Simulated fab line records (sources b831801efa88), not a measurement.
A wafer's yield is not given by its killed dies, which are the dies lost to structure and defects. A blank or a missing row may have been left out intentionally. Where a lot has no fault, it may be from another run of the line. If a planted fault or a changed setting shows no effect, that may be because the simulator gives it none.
fab line records -- flow gf180mcu -- part 1 of 2: steps 1 to 31 of 43
[record] lots = 5, wafers = 15, last_day = 34
route steps=602 shown DUAL_GATE@152 POLY_GATE@157 HV_LDD@176
lots that met no fault: taken from a fault-free run of the same line
start_h: hours from the record's opening day to when the first of the lot's shown wafers began -- wait_h: hours elapsed since this lot's preceding step -- " same as the row above -- L1.1+2: one row covering several wafers at once -- - no value, or no start given -- * or withheld: withheld -- < > ~ a bound
route shown NAME@n: a module of which the file shows steps, and the number in the route of the first -- usual: mean and standard deviation over wafers with no fault -- same: alike in all rows -- chamber/n: place in a boat -- sites: readings site by site -- _std_site: their standard deviation -- _edge_site: outer sites' mean less inner sites' -- radius_mm: for every site, how far away it sits from the centre of the wafer -- mask NAME#n: copy n -- behind: tool/chamber where the wafer was last shaped -- hold: what put the lot on hold/how long, in hours/how the hold closed -- device: whichever transistor did not switch (one of n, p or np) -- end of line: the tests these same wafers got at the end of their route -- for a step that has no rows: nothing shown but its recipe -- killed: dies that structure and defects cost at the first sort, which is not the same as the wafer's yield -- map: per-die view of a wafer (x killed, . not killed, _ where there is no die)
set.NAME: the setting the step ran with; set.NAME@STEP: the setting that earlier step ran with -- model.NAME: the simulator's own value behind a step, which no gauge read
lots seen at some steps along the route; tables by step, rows by wafer
services: a tool's chamber out of use, with start hour (start_h, from the record's first day; less than 0 if before it), hours out, and reason
[[steps]]
[step GF_DUAL_GATE_OVL_MEAS_11]
[usual] DUAL_GATE_OVL = 0.5/1.5
lot.wafer,tool,chamber,start_h,wait_h,DUAL_GATE_OVL[nm]
L074.3,overlay-02,-,175.78,0.1,-0.8
L074.4,overlay-02,-,175.78,0.1,-0.2
L074.5,overlay-02,-,175.78,0.1,-0.2
L075.2,overlay-01,-,185.33,0.1,2.2
L075.4,overlay-01,-,185.33,0.1,0.2
L075.5,overlay-01,-,185.33,0.1,2.9
L078.1,overlay-02,-,205.82,0.1,0.8
L078.5,overlay-02,-,205.82,0.1,-2.5
L078.6,overlay-02,-,205.82,0.1,-1.8
L094.3,overlay-02,-,314.33,0.1,-2.3
L094.5,overlay-02,-,314.33,0.1,-1.9
L094.6,overlay-02,-,314.33,0.1,-1.3
L095.2,overlay-02,-,324.11,0.1,1.9
L095.4,overlay-02,-,324.11,0.1,2.8
L095.6,overlay-02,-,324.11,0.1,2.5
[step GF_DUAL_GATE_WET_ETCH_12]
[recipe] chemistry = dHF, target_depth_nm = 13, dry = n2_spin, target = SiO2, temp_c = 25, dilution = 100:1, time_s = 260
lot.wafer,tool,chamber,start_h,wait_h
L074.3+4+5,wet_bench-01,1,175.81,0.0
L075.2+4+5,wet_bench-03,2,185.36,0.0
L078.1+5+6,wet_bench-01,3,205.86,0.0
L094.3+5+6,wet_bench-03,2,314.36,0.0
L095.2+4+6,wet_bench-04,2,324.14,0.0
[step GF_DUAL_GATE_STRIP_13]
[recipe] chemistry = O2/N2, power_w = 1400, pressure_mtorr = 1500, platen_temp_c = 250, o2_flow_sccm = 3000, n2_flow_sccm = 300, overash_fraction = 0.5
[usual] drypump_motor_current_A = 5.9/0.31, heater_power_w = 297/15, oes_product_au = 0.717/0.0046, strip_time_to_endpoint_s = 12.810/0.026
[same] overash_fraction = 0.5
lot.wafer,tool,chamber,start_h,wait_h,drypump_motor_current_A,heater_power_w,oes_product_au,rf_hours_counter_h,strip_time_to_endpoint_s
L074.3,plasma_asher-01,1,175.92,0.0,6.2,285,0.717,-,12.805
L074.4,plasma_asher-01,0,175.92,0.0,6.1,311,0.718,-,12.833
L074.5,plasma_asher-01,0,175.92,0.0,6.1,316,0.717,-,12.821
L075.2,plasma_asher-03,1,185.44,0.0,5.5,312,0.721,55,12.798
L075.4,plasma_asher-03,0,185.44,0.0,6.0,297,0.710,-,12.834
L075.5,plasma_asher-03,1,185.44,0.0,5.5,321,0.711,-,12.824
L078.1,plasma_asher-01,0,205.94,0.0,6.1,321,0.707,57,12.848
L078.5,plasma_asher-01,0,205.94,0.0,6.1,309,0.719,-,12.807
L078.6,plasma_asher-01,1,205.94,0.0,6.2,278,0.712,-,12.816
L094.3,plasma_asher-02,1,314.47,0.0,6.1,282,0.718,-,12.757
L094.5,plasma_asher-02,1,314.47,0.0,6.1,285,0.717,-,12.820
L094.6,plasma_asher-02,0,314.47,0.0,5.4,282,0.714,-,12.835
L095.2,plasma_asher-01,0,324.24,0.0,6.1,312,0.725,69,12.773
L095.4,plasma_asher-01,1,324.24,0.0,6.2,280,0.721,-,12.778
L095.6,plasma_asher-01,1,324.24,0.0,6.2,282,0.721,-,12.837
[step GF_DUAL_GATE_CLEAN_14]
[recipe] chemistry = SC1/SC2, mix = 1:4:20, temp_c = 70, time_s = 150, dry = n2_spin
lot.wafer,tool,chamber,start_h,wait_h
L074.3+4+5,wet_bench-04,1,175.99,0.0
L075.2+4+5,wet_bench-04,0,185.54,0.1
L078.1+5+6,wet_bench-01,2,206.08,0.1
L094.3+5+6,wet_bench-04,1,314.54,0.0
L095.2+4+6,wet_bench-03,1,324.34,0.1
[step GF_DUAL_GATE_OXIDATION_15]
[recipe] temp_c = 850, ambient = O2, stabilise_s = 600, purge_s = 300, target_thk_a = 70.98, ox_time_s = 1995
[same] purge_s = 300
lot.wafer,tool,chamber,start_h,wait_h
L074.3+4+5,furnace-02,0,176.81,0.8
L075.2+4+5,furnace-01,0,185.59,0.0
L078.1+5+6,furnace-01,0,210.03,3.9
L094.3+5+6,furnace-02,0,314.59,0.0
L095.2+4+6,furnace-01,0,324.65,0.3
[step GF_POLY_GATE_CVD_00]
[recipe] material = poly-Si, target_thk_nm = 200, temp_c = 620, time_s = 1200, pressure_mtorr = 200
lot.wafer,tool,chamber,start_h,wait_h
L074.3+4+5,lpcvd-02,0,178.37,0.0
L075.2+4+5,lpcvd-02,0,187.14,0.0
L078.1+5+6,lpcvd-01,1,211.58,0.0
L094.3+5+6,lpcvd-02,0,316.14,0.0
L095.2+4+6,lpcvd-02,1,326.21,0.0
[step GF_POLY_GATE_THK_MEAS_01]
[recipe] reads = poly-Si_of_POLY_GATE_CVD_00
[usual] POLY_GATE_CVD_00_THK = 200.7/1.7
lot.wafer,tool,chamber,start_h,wait_h,POLY_GATE_CVD_00_THK[nm]
L074.3,film_metro-03,-,179.72,0.0,201.5
L074.4,film_metro-03,-,179.72,0.0,199.2
L074.5,film_metro-03,-,179.72,0.0,200.1
L075.2,film_metro-03,-,188.49,0.0,200.3
L075.4,film_metro-03,-,188.49,0.0,199.2
L075.5,film_metro-03,-,188.49,0.0,198.7
L078.1,film_metro-01,-,212.91,0.0,199.4
L078.5,film_metro-01,-,212.91,0.0,199.0
L078.6,film_metro-01,-,212.91,0.0,200.6
L094.3,film_metro-03,-,317.50,0.0,198.7
L094.5,film_metro-03,-,317.50,0.0,200.4
L094.6,film_metro-03,-,317.50,0.0,200.6
L095.2,film_metro-01,-,327.55,0.0,199.4
L095.4,film_metro-01,-,327.55,0.0,200.9
L095.6,film_metro-01,-,327.55,0.0,200.4
[step GF_POLY_GATE_DEHYDRATE_02]
[recipe] temp_c = 200, time_s = 60
lot.wafer,tool,chamber,start_h,wait_h
L074.3+4+5,litho_track-02,0,187.35,7.6
L075.2+4+5,litho_track-03,0,196.33,7.8
L078.1+5+6,litho_track-02,0,220.10,7.2
L094.3+5+6,litho_track-04,0,327.27,9.8
L095.2+4+6,litho_track-03,0,337.38,9.8
[step GF_POLY_GATE_HMDS_03]
[recipe] prime_time_s = 60, prime_temp_c = 120
lot.wafer,tool,chamber,start_h,wait_h
L074.3+4+5,litho_track-02,0,187.50,0.1
L075.2+4+5,litho_track-03,0,196.48,0.1
L078.1+5+6,litho_track-02,0,220.25,0.1
L094.3+5+6,litho_track-04,0,327.42,0.1
L095.2+4+6,litho_track-03,0,337.53,0.1
[step GF_POLY_GATE_COAT_04]
[recipe] resist = BARC, temp_c = withheld, time_s = withheld, spin_rpm = withheld, resist_thk_nm = withheld
lot.wafer,tool,chamber,start_h,wait_h
L074.3+4+5,litho_track-02,0,187.65,0.1
L075.2+4+5,litho_track-03,0,196.63,0.1
L078.1+5+6,litho_track-02,0,220.40,0.1
L094.3+5+6,litho_track-04,0,327.57,0.1
L095.2+4+6,litho_track-03,0,337.68,0.1
[step GF_POLY_GATE_COAT_05]
[recipe] resist = KrF, spin_rpm = withheld, resist_thk_nm = 700
lot.wafer,tool,chamber,start_h,wait_h
L074.3+4+5,litho_track-02,0,-,-
L075.2+4+5,litho_track-03,0,-,-
L078.1+5+6,litho_track-02,0,-,-
L094.3+5+6,litho_track-04,0,-,-
L095.2+4+6,litho_track-03,0,-,-
[step GF_POLY_GATE_SOFTBAKE_06]
[recipe] temp_c = 130, time_s = 60, resist = KrF
lot.wafer,tool,chamber,start_h,wait_h
L074.3+4+5,litho_track-02,0,-,-
L075.2+4+5,litho_track-03,0,-,-
L078.1+5+6,litho_track-02,0,-,-
L094.3+5+6,litho_track-04,0,-,-
L095.2+4+6,litho_track-03,0,-,-
[step GF_POLY_GATE_EXPOSE_07]
[recipe] mask_id = Poly2, target_cd_nm = 280, na = 0.68, source_shape = conventional, sigma_outer = 0.6, dose_mj = 28
[usual] reticle_temp_C = 22.98/0.1
lot.wafer,tool,chamber,start_h,wait_h,mask,reticle_temp_C
L074.3,krf_scanner-02,0,-,-,Poly2#0,22.83
L074.4,krf_scanner-02,0,-,-,Poly2#0,22.78
L074.5,krf_scanner-02,0,-,-,Poly2#0,22.79
L075.2,krf_scanner-01,0,-,-,Poly2#0,23.20
L075.4,krf_scanner-01,0,-,-,Poly2#0,23.13
L075.5,krf_scanner-01,0,-,-,Poly2#0,23.06
L078.1,krf_scanner-02,0,-,-,Poly2#0,22.92
L078.5,krf_scanner-02,0,-,-,Poly2#0,22.77
L078.6,krf_scanner-02,0,-,-,Poly2#0,22.95
L094.3,krf_scanner-01,0,-,-,Poly2#0,23.22
L094.5,krf_scanner-01,0,-,-,Poly2#0,23.08
L094.6,krf_scanner-01,0,-,-,Poly2#0,23.15
L095.2,krf_scanner-02,0,-,-,Poly2#0,22.95
L095.4,krf_scanner-02,0,-,-,Poly2#0,22.98
L095.6,krf_scanner-02,0,-,-,Poly2#0,23.08
[step GF_POLY_GATE_PEB_08]
[recipe] peb_temp_c = 135, peb_time_s = 90, resist = KrF
lot.wafer,tool,chamber,start_h,wait_h
L074.3+4+5,litho_track-03,0,-,-
L075.2+4+5,litho_track-03,0,-,-
L078.1+5+6,litho_track-04,0,-,-
L094.3+5+6,litho_track-03,0,-,-
L095.2+4+6,litho_track-03,0,-,-
[step GF_POLY_GATE_DEVELOP_09]
[recipe] develop_time_s = 60, resist = KrF, dev_temp_c = 21
[usual] developer_temp_C = 21.06/0.11
lot.wafer,tool,chamber,start_h,wait_h,developer_temp_C
L074.3,litho_track-03,0,196.21,0.1,21.09
L074.4,litho_track-03,0,196.21,0.1,21.04
L074.5,litho_track-03,0,196.21,0.1,21.03
L075.2,litho_track-03,0,205.28,0.2,21.05
L075.4,litho_track-03,0,205.28,0.2,21.13
L075.5,litho_track-03,0,205.28,0.2,21.19
L078.1,litho_track-04,0,229.37,0.2,20.91
L078.5,litho_track-04,0,229.37,0.2,21.11
L078.6,litho_track-04,0,229.37,0.2,21.06
L094.3,litho_track-03,0,338.36,0.1,21.06
L094.5,litho_track-03,0,338.36,0.1,21.08
L094.6,litho_track-03,0,338.36,0.1,21.06
L095.2,litho_track-03,0,348.73,0.2,21.02
L095.4,litho_track-03,0,348.73,0.2,21.04
L095.6,litho_track-03,0,348.73,0.2,21.02
[step GF_POLY_GATE_CD_MEAS_10]
[recipe] target_cd_nm = 280
[usual] cd_nm = 280.0/1.2
lot.wafer,tool,chamber,start_h,wait_h,cd_nm
L074.3,cd_sem-01,-,196.35,0.1,280.9
L074.4,cd_sem-01,-,196.35,0.1,281.2
L074.5,cd_sem-01,-,196.35,0.1,281.9
L075.2,cd_sem-01,-,205.43,0.1,279.8
L075.4,cd_sem-01,-,205.43,0.1,278.5
L075.5,cd_sem-01,-,205.43,0.1,279.1
L078.1,cd_sem-02,-,229.52,0.1,280.7
L078.5,cd_sem-02,-,229.52,0.1,280.0
L078.6,cd_sem-02,-,229.52,0.1,279.3
L094.3,cd_sem-02,-,338.50,0.1,280.2
L094.5,cd_sem-02,-,338.50,0.1,279.5
L094.6,cd_sem-02,-,338.50,0.1,279.5
L095.2,cd_sem-02,-,348.88,0.1,279.6
L095.4,cd_sem-02,-,348.88,0.1,280.3
L095.6,cd_sem-02,-,348.88,0.1,279.2
[step GF_POLY_GATE_OVL_MEAS_11]
[usual] POLY_GATE_OVL = 2/4.7
lot.wafer,tool,chamber,start_h,wait_h,POLY_GATE_OVL[nm]
L074.3,overlay-02,-,196.44,0.1,0
L074.4,overlay-02,-,196.44,0.1,4
L074.5,overlay-02,-,196.44,0.1,5
L075.2,overlay-02,-,205.53,0.1,0
L075.4,overlay-02,-,205.53,0.1,7
L075.5,overlay-02,-,205.53,0.1,5
L078.1,overlay-01,-,229.64,0.1,4
L078.5,overlay-01,-,229.64,0.1,-1
L078.6,overlay-01,-,229.64,0.1,5
L094.3,overlay-01,-,338.60,0.1,8
L094.5,overlay-01,-,338.60,0.1,13
L094.6,overlay-01,-,338.60,0.1,6
L095.2,overlay-01,-,348.98,0.1,0
L095.4,overlay-01,-,348.98,0.1,6
L095.6,overlay-01,-,348.98,0.1,1
[step GF_POLY_GATE_ETCH_12]
[recipe] chemistry = N2/H2, target_depth_a = withheld, overetch_a = withheld, time_s = withheld, target = BARC, ion_energy_ev = 200, source_w = 500, bias_w = 100, pressure_mtorr = 30, n2_flow_sccm = 100, h2_flow_sccm = 200
[usual] drypump_motor_current_A = 5.6/0.65, oes_product_au = 0.736/0.0047, throttle_valve_pct = 13.215/0.009
lot.wafer,tool,chamber,start_h,wait_h,drypump_motor_current_A,oes_product_au,throttle_valve_pct
L074.3,rie_diel-02,2,196.46,0.0,6.2,0.738,13.209
L074.4,rie_diel-02,3,196.46,0.0,5.1,0.742,13.213
L074.5,rie_diel-02,1,196.46,0.0,5.7,0.732,13.208
L075.2,rie_diel-03,3,205.56,0.0,6.6,0.739,13.228
L075.4,rie_diel-03,2,205.56,0.0,5.1,0.731,13.202
L075.5,rie_diel-03,3,205.56,0.0,6.6,0.741,13.207
L078.1,rie_diel-02,3,229.68,0.0,5.2,0.737,13.209
L078.5,rie_diel-02,0,229.68,0.0,5.8,0.734,13.205
L078.6,rie_diel-02,3,229.68,0.0,5.1,0.742,13.197
L094.3,rie_diel-04,1,338.62,0.0,5.3,0.740,13.224
L094.5,rie_diel-04,2,338.62,0.0,4.6,0.744,13.209
L094.6,rie_diel-04,1,338.62,0.0,5.2,0.741,13.210
L095.2,rie_diel-04,2,349.01,0.0,4.7,0.733,13.218
L095.4,rie_diel-04,0,349.01,0.0,5.6,0.737,13.216
L095.6,rie_diel-04,2,349.01,0.0,4.7,0.728,13.231
[step GF_POLY_GATE_ETCH_13]
[recipe] target = poly-Si, target_depth_nm = 198.5, stop_on = SiO2, over_etch_frac = 0.403, chemistry = HBr/Cl2, icp_w = 400, bias_w = 100, pressure_mtorr = 10, HBr_flow_sccm = 150, Cl2_flow_sccm = 50, time_s = 69.6
[usual] drypump_motor_current_A = 5.6/0.57, oes_product_au = 0.994/0.0086, throttle_valve_pct = 33.686/0.0081
[same] over_etch_frac = 0.403
lot.wafer,tool,chamber,start_h,wait_h,drypump_motor_current_A,oes_product_au,rf_hours_counter_h,throttle_valve_pct
L074.3,rie_si-01,3,196.51,-,5.0,0.986,91,33.687
L074.4,rie_si-01,0,196.51,-,6.5,0.988,23,33.692
L074.5,rie_si-01,0,196.51,-,6.5,0.991,-,33.688
L075.2,rie_si-01,0,205.61,-,6.5,0.995,23,33.686
L075.4,rie_si-01,1,205.61,-,5.6,0.994,1,33.687
L075.5,rie_si-01,2,205.61,-,5.0,1.001,-,33.690
L078.1,rie_si-02,3,229.73,-,6.4,0.990,2,33.685
L078.5,rie_si-02,3,229.73,-,6.4,0.996,-,33.679
L078.6,rie_si-02,0,229.73,-,5.5,0.996,-,33.687
L094.3,rie_si-01,0,338.67,-,6.5,0.989,24,33.678
L094.5,rie_si-01,3,338.67,-,5.0,0.984,-,33.681
L094.6,rie_si-01,0,338.67,-,6.5,0.988,-,33.668
L095.2,rie_si-02,3,349.06,-,6.4,0.988,4,33.687
L095.4,rie_si-02,1,349.06,-,5.2,0.999,1,33.677
L095.6,rie_si-02,0,349.06,-,5.5,0.995,-,33.683
[step GF_POLY_GATE_STRIP_14]
[recipe] chemistry = O2/N2, power_w = 1400, pressure_mtorr = 1500, platen_temp_c = 250, o2_flow_sccm = 3000, n2_flow_sccm = 300, overash_fraction = 0.5
[usual] drypump_motor_current_A = 5.7/0.48, heater_power_w = 302/17, oes_product_au = 0.505/0.0042
[same] overash_fraction = 0.5
lot.wafer,tool,chamber,start_h,wait_h,drypump_motor_current_A,heater_power_w,oes_product_au,rf_hours_counter_h
L074.3,plasma_asher-02,0,196.60,0.1,5.3,289,0.503,-
L074.4,plasma_asher-02,1,196.60,0.1,6.1,284,0.507,-
L074.5,plasma_asher-02,0,196.60,0.1,5.4,288,0.494,-
L075.2,plasma_asher-04,1,205.67,0.0,5.7,294,0.507,44
L075.4,plasma_asher-04,1,205.67,0.0,5.7,303,0.499,-
L075.5,plasma_asher-04,1,205.67,0.0,5.7,304,0.509,-
L078.1,plasma_asher-04,0,229.79,0.0,4.9,320,0.507,46
L078.5,plasma_asher-04,1,229.79,0.0,5.8,300,0.512,-
L078.6,plasma_asher-04,0,229.79,0.0,4.9,325,0.506,-
L094.3,plasma_asher-04,0,338.76,0.1,4.9,328,0.516,-
L094.5,plasma_asher-04,0,338.76,0.1,4.9,326,0.502,-
L094.6,plasma_asher-04,1,338.76,0.1,5.7,296,0.503,-
L095.2,plasma_asher-01,0,349.12,0.0,6.1,315,0.504,72
L095.4,plasma_asher-01,0,349.12,0.0,6.1,310,0.510,-
L095.6,plasma_asher-01,1,349.12,0.0,6.2,279,0.505,-
[step GF_POLY_GATE_CLEAN_15]
[recipe] chemistry = SC1/SC2, mix = 1:4:20, temp_c = 70, time_s = 150, dry = n2_spin
lot.wafer,tool,chamber,start_h,wait_h
L074.3+4+5,wet_bench-03,1,196.67,0.0
L075.2+4+5,wet_bench-04,0,205.77,0.1
L078.1+5+6,wet_bench-02,1,229.89,0.1
L094.3+5+6,wet_bench-04,1,338.83,0.0
L095.2+4+6,wet_bench-03,0,349.22,0.1
[step GF_POLY_GATE_OXIDATION_16]
[recipe] temp_c = 850, ambient = O2, stabilise_s = 600, purge_s = 300, target_thk_a = 40, ox_time_s = 899
[same] purge_s = 300
lot.wafer,tool,chamber,start_h,wait_h
L074.3+4+5,furnace-02,0,196.73,0.0
L075.2+4+5,furnace-02,0,208.01,2.2
L078.1+5+6,furnace-02,0,230.36,0.4
L094.3+5+6,furnace-02,0,338.90,0.0
L095.2+4+6,furnace-01,0,349.27,0.0
[step GF_POLY_GATE_THK_MEAS_17]
[recipe] reads = SiO2_of_POLY_GATE_OXIDATION_16
[usual] POLY_GATE_OXIDATION_THK = 3.98/0.074
lot.wafer,tool,chamber,start_h,wait_h,POLY_GATE_OXIDATION_THK[nm]
L074.3,film_metro-04,-,198.00,0.0,4.00
L074.4,film_metro-04,-,198.00,0.0,3.94
L074.5,film_metro-04,-,198.00,0.0,3.94
L075.2,film_metro-04,-,209.27,0.0,3.97
L075.4,film_metro-04,-,209.27,0.0,3.80
L075.5,film_metro-04,-,209.27,0.0,3.89
L078.1,film_metro-03,-,231.61,0.0,3.90
L078.5,film_metro-03,-,231.61,0.0,4.00
L078.6,film_metro-03,-,231.61,0.0,3.96
L094.3,film_metro-01,-,340.17,0.0,3.95
L094.5,film_metro-01,-,340.17,0.0,3.94
L094.6,film_metro-01,-,340.17,0.0,3.94
L095.2,film_metro-01,-,350.53,0.0,3.90
L095.4,film_metro-01,-,350.53,0.0,3.97
L095.6,film_metro-01,-,350.53,0.0,4.02
[step GF_POLY_GATE_CD_MEAS_18]
[usual] cd_nm = 279.8/1.7
lot.wafer,tool,chamber,start_h,wait_h,cd_nm
L074.3,cd_sem-02,-,198.09,0.1,281.1
L074.4,cd_sem-02,-,198.09,0.1,279.3
L074.5,cd_sem-02,-,198.09,0.1,279.6
L075.2,cd_sem-02,-,209.35,0.1,276.7
L075.4,cd_sem-02,-,209.35,0.1,276.8
L075.5,cd_sem-02,-,209.35,0.1,279.6
L078.1,cd_sem-01,-,231.67,0.1,281.5
L078.5,cd_sem-01,-,231.67,0.1,280.1
L078.6,cd_sem-01,-,231.67,0.1,280.8
L094.3,cd_sem-02,-,340.26,0.1,279.3
L094.5,cd_sem-02,-,340.26,0.1,279.4
L094.6,cd_sem-02,-,340.26,0.1,277.7
L095.2,cd_sem-02,-,350.61,0.1,278.7
L095.4,cd_sem-02,-,350.61,0.1,279.4
L095.6,cd_sem-02,-,350.61,0.1,279.1
[step GF_HV_LDD_DEHYDRATE_00]
[recipe] temp_c = 198.2, time_s = 60
lot.wafer,tool,chamber,start_h,wait_h
L074.3+4+5,litho_track-04,0,206.07,8.0
L075.2+4+5,litho_track-01,0,216.95,7.6
L078.1+5+6,litho_track-04,0,239.67,8.0
L094.3+5+6,litho_track-01,0,350.62,10.3
L095.2+4+6,litho_track-04,0,361.45,10.8
[step GF_HV_LDD_HMDS_01]
[recipe] prime_time_s = 60, prime_temp_c = 120
lot.wafer,tool,chamber,start_h,wait_h
L074.3+4+5,litho_track-04,0,206.22,0.1
L075.2+4+5,litho_track-01,0,217.10,0.1
L078.1+5+6,litho_track-04,0,239.82,0.1
L094.3+5+6,litho_track-01,0,350.77,0.1
L095.2+4+6,litho_track-04,0,361.60,0.1
[step GF_HV_LDD_COAT_02]
[recipe] resist = NOVOLAK, spin_rpm = 3000, resist_thk_nm = 1000
lot.wafer,tool,chamber,start_h,wait_h
L074.3+4+5,litho_track-04,0,206.37,0.1
L075.2+4+5,litho_track-01,0,217.25,0.1
L078.1+5+6,litho_track-04,0,239.97,0.1
L094.3+5+6,litho_track-01,0,350.92,0.1
L095.2+4+6,litho_track-04,0,361.75,0.1
[step GF_HV_LDD_SOFTBAKE_03]
[recipe] temp_c = 90, time_s = 60, resist = NOVOLAK
lot.wafer,tool,chamber,start_h,wait_h
L074.3+4+5,litho_track-04,0,206.52,0.1
L075.2+4+5,litho_track-01,0,217.40,0.1
L078.1+5+6,litho_track-04,0,240.12,0.1
L094.3+5+6,litho_track-01,0,351.07,0.1
L095.2+4+6,litho_track-04,0,361.90,0.1
[step GF_HV_LDD_EXPOSE_04]
[recipe] mask_id = Nplus_LV_AREA, target_cd_nm = 400, na = 0.6, source_shape = conventional, sigma_outer = 0.6, dose_mj = 140
[usual] reticle_temp_C = 22.99/0.11
lot.wafer,tool,chamber,start_h,wait_h,mask,reticle_temp_C
L074.3,iline_stepper-01,0,-,-,Nplus_LV_AREA#0,22.87
L074.4,iline_stepper-01,0,-,-,Nplus_LV_AREA#0,23.02
L074.5,iline_stepper-01,0,-,-,Nplus_LV_AREA#0,23.09
L075.2,iline_stepper-01,0,-,-,Nplus_LV_AREA#0,22.90
L075.4,iline_stepper-01,0,-,-,Nplus_LV_AREA#0,22.92
L075.5,iline_stepper-01,0,-,-,Nplus_LV_AREA#0,22.88
L078.1,iline_stepper-01,0,-,-,Nplus_LV_AREA#0,22.97
L078.5,iline_stepper-01,0,-,-,Nplus_LV_AREA#0,22.86
L078.6,iline_stepper-01,0,-,-,Nplus_LV_AREA#0,22.98
L094.3,iline_stepper-01,0,-,-,Nplus_LV_AREA#0,22.92
L094.5,iline_stepper-01,0,-,-,Nplus_LV_AREA#0,23.03
L094.6,iline_stepper-01,0,-,-,Nplus_LV_AREA#0,23.01
L095.2,iline_stepper-01,0,-,-,Nplus_LV_AREA#0,23.16
L095.4,iline_stepper-01,0,-,-,Nplus_LV_AREA#0,23.04
L095.6,iline_stepper-01,0,-,-,Nplus_LV_AREA#0,23.16
[step GF_HV_LDD_PEB_05]
[recipe] temp_c = withheld, time_s = *, resist = NOVOLAK
lot.wafer,tool,chamber,start_h,wait_h
L074.3+4+5,litho_track-02,0,-,-
L075.2+4+5,litho_track-02,0,-,-
L078.1+5+6,litho_track-04,0,-,-
L094.3+5+6,litho_track-02,0,-,-
L095.2+4+6,litho_track-04,0,-,-
[step GF_HV_LDD_DEVELOP_06]
[recipe] develop_time_s = 60, dev_temp_c = 23
[usual] developer_temp_C = 22.98/0.11
lot.wafer,tool,chamber,start_h,wait_h,developer_temp_C
L074.3,litho_track-02,0,214.70,0.1,22.95
L074.4,litho_track-02,0,214.70,0.1,22.94
L074.5,litho_track-02,0,214.70,0.1,23.07
L075.2,litho_track-02,0,225.92,0.1,22.90
L075.4,litho_track-02,0,225.92,0.1,22.97
L075.5,litho_track-02,0,225.92,0.1,22.90
L078.1,litho_track-04,0,249.17,0.1,23.05
L078.5,litho_track-04,0,249.17,0.1,23.02
L078.6,litho_track-04,0,249.17,0.1,23.06
L094.3,litho_track-02,0,362.09,0.1,23.04
L094.5,litho_track-02,0,362.09,0.1,22.84
L094.6,litho_track-02,0,362.09,0.1,22.93
L095.2,litho_track-04,0,372.70,0.1,23.00
L095.4,litho_track-04,0,372.70,0.1,23.07
L095.6,litho_track-04,0,372.70,0.1,23.03
